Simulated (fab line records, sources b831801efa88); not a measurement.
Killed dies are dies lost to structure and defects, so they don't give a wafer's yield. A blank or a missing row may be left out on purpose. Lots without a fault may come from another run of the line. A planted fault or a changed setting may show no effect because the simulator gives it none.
Which tool did it? | flow sfq_line | 13 lots, 39 wafers sampled, at 1 step of a route of 325

WHAT THE GAUGES READ, wafer by wafer
SFQ_M2_RS_MEAS_914: measures by four-point-probe.
lot  | measured     | on            | M2_NB_RS (ohm/sq)
L742 | day 16 02:10 | film_metro-04 | 0.909 0.911 0.912
L743 | day 16 13:43 | film_metro-03 | 0.884 0.883 0.885
L744 | day 16 19:42 | film_metro-03 | 0.885 0.890 0.876
L746 | day 17 22:18 | film_metro-03 | 0.898 0.887 0.889
L747 | day 18 14:05 | film_metro-01 | 0.871 0.882 0.888
L748 | day 18 19:09 | film_metro-04 | 0.897 0.896 0.902
L750 | day 19 15:18 | film_metro-04 | 0.904 0.895 0.890
L751 | day 20 04:29 | film_metro-04 | 0.890 0.886 0.889
L752 | day 20 11:54 | film_metro-03 | 0.879 0.888 0.883
L753 | day 20 13:05 | film_metro-01 | 0.880 0.891 0.886
L756 | day 22 08:59 | film_metro-03 | 0.879 0.880 0.881
L760 | day 23 16:55 | film_metro-03 | 0.895 0.882 0.907
L763 | day 25 00:55 | film_metro-04 | 0.872 0.881 0.883

WHICH TOOL RAN EACH LOT (tool, then ch and the chambers of the sampled wafers, then the start)
The record holds no process step before these readings.

WHAT THE TOOLS THEMSELVES READ (means of the sampled wafers that have a number; where no wafer has one, the mark that the record gives instead)
The record holds no such reading with a usual standard deviation.

THE ANSWER, worked out from the rows above alone
Rule: what is usual is taken from the lots themselves. Put in order of their means at a reading, lots are off if they are a third of the lots or fewer, leave a main group of 4 or more, and stand apart from it by a gap of 3 or more times the standard deviation of the main group's means; of several such gaps the widest counts. A main group whose means are all the same, to the digits that the tables above print for the reading, isn't used. A lot without any number at a reading at which 4 lots or more have one is off too. The other lots that the step has rows for count as sound. The gauges are gone through in route order, then the tools' own readings, and for those a lot's mean is taken as printed above. The first step at which some lot is off is used, and at that step the reading that is off furthest; a lot without a number counts as furthest.
No lot is off at any reading shown: from this, nothing can be told.

WHAT THE SIMULATOR HAD PUT IN
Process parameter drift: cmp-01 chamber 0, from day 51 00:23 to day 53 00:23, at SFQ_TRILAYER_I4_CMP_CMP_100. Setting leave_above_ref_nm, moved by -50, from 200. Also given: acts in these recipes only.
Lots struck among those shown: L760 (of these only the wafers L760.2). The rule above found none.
